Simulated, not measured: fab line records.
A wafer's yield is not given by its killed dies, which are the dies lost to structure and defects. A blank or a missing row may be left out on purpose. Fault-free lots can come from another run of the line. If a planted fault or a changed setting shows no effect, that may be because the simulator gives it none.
What tool caused it? | flow gf180mcu | 39 wafers from 13 lots sampled at 3 of the route's 602 steps

== WHAT THE GAUGES SHOWED, per wafer ==
GF_TOP_METAL_RS_MEAS_05: measurement is done with a four-point probe.
lot  | measured     | on            | TOP_METAL_ALCU_RS (ohm/sq)
L840 | day 27 11:07 | film-metro-03 | 0.0323 0.0325 0.0332
L842 | day 28 05:05 | film-metro-03 | 0.0323 0.0324 0.0320
L843 | day 28 11:20 | film-metro-03 | 0.0329 0.0326 0.0334
L844 | day 28 19:59 | film-metro-03 | 0.0328 0.0329 0.0326
L845 | day 29 04:53 | film-metro-02 | 0.0334 0.0327 0.0332
L846 | day 29 14:25 | film-metro-02 | 0.0325 0.0329 0.0321
L852 | day 31 10:47 | film-metro-03 | 0.0328 0.0322 0.0321
L854 | day 32 00:34 | film-metro-01 | 0.0332 0.0329 0.0333
L855 | day 32 04:29 | film-metro-02 | 0.0330 0.0325 0.0331
L856 | day 32 05:45 | film-metro-01 | 0.0325 0.0318 0.0318
L858 | day 32 15:50 | film-metro-03 | 0.0330 0.0329 0.0325
L859 | day 33 03:21 | film-metro-03 | 0.0323 0.0324 0.0321
L861 | day 33 09:18 | film-metro-01 | 0.0325 0.0326 0.0323

== WHAT TOOL EACH LOT RAN ON (gives the tool, then ch and the chambers of the sampled wafers, and finally the start) ==
lot  | GF_V5_CVD_23                  | GF_TOP_METAL_SPUTTER_04
L840 | cvd-w-01 ch 0,1, day 27 10:17 | pvd-sputter-02, day 27 11:02
L842 | cvd-w-02 ch 0,1, day 28 04:16 | pvd-sputter-01, day 28 05:01
L843 | cvd-w-01 ch 0,1, day 28 10:31 | pvd-sputter-04, day 28 11:19
L844 | cvd-w-01 ch 0,1, day 28 19:10 | pvd-sputter-04, day 28 19:58
L845 | cvd-w-01 ch 1, day 29 03:58   | pvd-sputter-02, day 29 04:52
L846 | cvd-w-01 ch 0,1, day 29 13:36 | pvd-sputter-02, day 29 14:23
L852 | cvd-w-01 ch 0,1, day 31 09:40 | pvd-sputter-02, day 31 10:45
L854 | cvd-w-01 ch 0,1, day 31 23:43 | pvd-sputter-04, day 32 00:31
L855 | cvd-w-02 ch 0,1, day 32 03:34 | pvd-sputter-01, day 32 04:26
L856 | cvd-w-01 ch 0, day 32 04:40   | pvd-sputter-01, day 32 05:42
L858 | cvd-w-01 ch 0,1, day 32 15:01 | pvd-sputter-02, day 32 15:48
L859 | cvd-w-02 ch 0,1, day 33 02:32 | pvd-sputter-01, day 33 03:19
L861 | cvd-w-02 ch 0, day 33 08:16   | pvd-sputter-01, day 33 09:10
- GF_V5_CVD_23: deposits W, target thk 350 nm, time 104.9 s.
- GF_TOP_METAL_SPUTTER_04: material TiN, target thk 25 nm, time 20.8 s.

== WHAT THE TOOLS THEMSELVES READ (means of the sampled wafers that have a number; where no wafer has one, the mark that the record gives instead) ==
GF_V5_CVD_23.
lot  | tool     | heater-power-w (W)
L840 | cvd-w-01 | 825
L842 | cvd-w-02 | 870
L843 | cvd-w-01 | 828
L844 | cvd-w-01 | 842
L845 | cvd-w-01 | 784
L846 | cvd-w-01 | 807
L852 | cvd-w-01 | 860
L854 | cvd-w-01 | 858
L855 | cvd-w-02 | 799
L856 | cvd-w-01 | 891
L858 | cvd-w-01 | 831
L859 | cvd-w-02 | 888
L861 | cvd-w-02 | 960

GF_TOP_METAL_SPUTTER_04.
lot  | tool           | throttle-valve-pct (%)
L840 | pvd-sputter-02 | 31.6
L842 | pvd-sputter-01 | 30.1
L843 | pvd-sputter-04 | 29.4
L844 | pvd-sputter-04 | 29.5
L845 | pvd-sputter-02 | 30.5
L846 | pvd-sputter-02 | 30.7
L852 | pvd-sputter-02 | 30.8
L854 | pvd-sputter-04 | 29.0
L855 | pvd-sputter-01 | 29.8
L856 | pvd-sputter-01 | 31.2
L858 | pvd-sputter-02 | 31.2
L859 | pvd-sputter-01 | 30.8
L861 | pvd-sputter-01 | 29.0

== THE ANSWER, worked out from the rows above alone ==
Rule: what is usual is taken from the lots themselves. The widest of any qualifying gaps counts: lots, ordered by their means at a reading, are off when they make up no more than a third of the lots, leave a main group of 4 or more, and stand apart from it by 3 or more times the standard deviation of that group's means. If all means in a main group match to the digits the tables above print for the reading, that group is not used. A lot without any number at a reading at which 4 lots or more have one is off too. All remaining lots with rows at the step are treated as sound. The gauges are gone through in route order, then the tools' own readings, and for those a lot's mean is taken as printed above. The first step at which some lot is off is used, and at that step the reading that is off furthest; a lot without a number counts as furthest.
Nothing can be told from this: no lot is off at any reading shown.

== WHAT THE SIMULATOR HAD PUT IN ==
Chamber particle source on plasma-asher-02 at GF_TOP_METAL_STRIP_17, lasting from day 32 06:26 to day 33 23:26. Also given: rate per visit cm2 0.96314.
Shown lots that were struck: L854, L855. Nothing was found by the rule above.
